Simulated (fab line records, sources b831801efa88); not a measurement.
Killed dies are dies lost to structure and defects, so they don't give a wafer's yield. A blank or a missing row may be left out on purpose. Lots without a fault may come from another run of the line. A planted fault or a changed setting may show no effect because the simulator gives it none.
Chamber matching | flow gf180mcu | GF_V2_CVD_02 on pecvd-03: 3 sister chambers
The step deposits SiO2 from TEOS, target thk 850 nm, time 94.851 s. 16 wafers are shown with their chamber, then 8 later ones without.

WAFERS WITH THEIR CHAMBER
wafer  | chamber | heater_power_w (W)
L514.1 | 1       | 764
L514.4 | 2       | 632
L514.5 | 1       | 601
L515.2 | 2       | 528
L515.3 | 1       | 746
L515.5 | 0       | 680
L517.2 | 1       | 696
L517.3 | 2       | 641
L517.5 | 1       | 779
L518.1 | 0       | 826
L518.2 | 2       | 604
L518.4 | 2       | 493
L522.1 | 2       | 508
L522.2 | 1       | 760
L522.4 | 2       | 554
L525.2 | 1       | 766

SIGNATURES (means of the wafers above)
reading        | chamber 0 | chamber 1 | chamber 2 | scatter within a chamber
heater_power_w | 753.00    | 730.29    | 565.71    | 65.7
Rule: a wafer's distance from a chamber is the root of the sum, over the readings, of the square of ((its reading less the chamber's mean) divided by the reading's scatter). The wafer belongs to the nearest chamber; if the next one is less than 2 further off, it can't be placed. The scatter: the root of (the sum of the squares of (reading less its chamber's mean) over the shown wafers, divided by (wafers less chambers)).

WAFERS WITHOUT THEIR CHAMBER
wafer  | heater_power_w (W)
L525.5 | 616
L525.6 | 617
L534.2 | 704
L534.3 | 661
L534.5 | 742
L535.1 | 525
L535.3 | 810
L535.5 | 631

WHICH CHAMBER EACH WENT THROUGH
wafer  | from the rows above          | in truth
L525.5 | can't be placed: 2 or 1 or 0 | 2
L525.6 | can't be placed: 2 or 1 or 0 | 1
L534.2 | can't be placed: 1 or 0 or 2 | 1
L534.3 | can't be placed: 1 or 0 or 2 | 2
L534.5 | can't be placed: 0 or 1      | 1
L535.1 | 2                            | 2
L535.3 | can't be placed: 0 or 1      | 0
L535.5 | can't be placed: 2 or 1 or 0 | 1
Placed correctly: 1 of 8. Can't be placed from these rows: 7 (the true chamber is among the candidates in 7). Placed wrongly: 0.
